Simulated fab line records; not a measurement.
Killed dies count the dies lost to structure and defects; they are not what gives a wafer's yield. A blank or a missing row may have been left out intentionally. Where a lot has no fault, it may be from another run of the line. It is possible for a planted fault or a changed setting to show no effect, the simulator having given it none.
What tool caused it? + flow sfq line + 14 lots, 42 wafers sampled, at 2 steps of a route of 325

## WHAT THE GAUGES SHOWED, per wafer
SFQ_M2_RS_MEAS_914: uses a four-point probe to measure.
| lot  | measured     | on            | M2_NB_RS (ohm/sq) |
|------|--------------|---------------|-------------------|
| L994 | day 15 19:25 | film metro-04 | 0.905 0.907 0.903 |
| L995 | day 16 23:29 | film metro-02 | 0.898 0.911 0.901 |
| L996 | day 20 03:17 | film metro-02 | 0.889 0.880 0.889 |
| L997 | day 20 17:40 | film metro-01 | 0.897 0.898 0.901 |
| L998 | day 21 04:37 | film metro-01 | 0.893 0.887 0.889 |
| L999 | day 21 09:25 | film metro-04 | 0.882 0.906 0.899 |
| L109 | day 26 00:31 | film metro-04 | 0.890 0.880 0.874 |
| L110 | day 26 07:40 | film metro-04 | 0.881 0.883 0.880 |
| L111 | day 26 09:31 | film metro-02 | 0.883 0.886 0.891 |
| L113 | day 26 17:01 | film metro-02 | 0.879 0.898 0.879 |
| L114 | day 26 20:01 | film metro-01 | 0.910 0.912 0.906 |
| L115 | day 27 00:39 | film metro-04 | 0.903 0.891 0.897 |
| L116 | day 27 10:13 | film metro-02 | 0.902 0.888 0.904 |
| L117 | day 27 16:20 | film metro-04 | 0.898 0.874 0.896 |

## EACH LOT AND THE TOOL THAT RAN IT (in order: tool; ch and the chambers of the sampled wafers; start)
| lot  | SFQ_TRILAYER_L0_DEP_SPUTTER_003 |
|------|---------------------------------|
| L994 | pvd sputter-06, day 1 12:29     |
| L995 | pvd sputter-06, day 1 17:29     |
| L996 | pvd sputter-06, day 1 22:29     |
| L997 | pvd sputter-03, day 2 03:29     |
| L998 | pvd sputter-05, day 2 08:29     |
| L999 | pvd sputter-06, day 2 13:29     |
| L109 | pvd sputter-03, day 4 15:29     |
| L110 | pvd sputter-06, day 4 20:29     |
| L111 | pvd sputter-06, day 5 01:29     |
| L113 | pvd sputter-03, day 5 11:29     |
| L114 | pvd sputter-05, day 5 16:29     |
| L115 | pvd sputter-06, day 5 21:29     |
| L116 | pvd sputter-05, day 6 02:29     |
| L117 | pvd sputter-06, day 6 07:29     |
- SFQ_TRILAYER_L0_DEP_SPUTTER_003: material MoNx KI, target thk 40 nm, time 100 s.

## WHAT THE TOOLS THEMSELVES READ (means of the sampled wafers that have a number; where no wafer has one, the mark that the record gives instead)
SFQ_TRILAYER_L0_DEP_SPUTTER_003.
| lot  | tool           | throttle valve pct (%) |
|------|----------------|------------------------|
| L994 | pvd sputter-06 | 29.5                   |
| L995 | pvd sputter-06 | 29.9                   |
| L996 | pvd sputter-06 | 30.4                   |
| L997 | pvd sputter-03 | 30.3                   |
| L998 | pvd sputter-05 | 29.4                   |
| L999 | pvd sputter-06 | 29.9                   |
| L109 | pvd sputter-03 | 30.9                   |
| L110 | pvd sputter-06 | 30.1                   |
| L111 | pvd sputter-06 | 30.5                   |
| L113 | pvd sputter-03 | 31.0                   |
| L114 | pvd sputter-05 | 29.0                   |
| L115 | pvd sputter-06 | 30.0                   |
| L116 | pvd sputter-05 | 29.3                   |
| L117 | pvd sputter-06 | 30.4                   |

## THE ANSWER, worked out from the rows above alone
Rule: what is usual is taken from the lots themselves. The widest of any qualifying gaps counts: lots, ordered by their means at a reading, are off when they make up no more than a third of the lots, leave a main group of 4 or more, and stand apart from it by 3 or more times the standard deviation of that group's means. A main group is skipped when, at the precision printed for the reading in the tables above, its means are all equal. Also off: a lot with no number at a reading for which 4 or more lots have one. All remaining lots with rows at the step are treated as sound. After the gauges, taken in route order, come the tools' own readings; for these a lot's mean is taken, as printed above. The first step at which some lot is off is used, and at that step the reading that is off furthest; a lot without a number counts as furthest.
None of the lots is off at any reading shown; this tells nothing.

## WHAT WAS PUT IN BY THE SIMULATOR
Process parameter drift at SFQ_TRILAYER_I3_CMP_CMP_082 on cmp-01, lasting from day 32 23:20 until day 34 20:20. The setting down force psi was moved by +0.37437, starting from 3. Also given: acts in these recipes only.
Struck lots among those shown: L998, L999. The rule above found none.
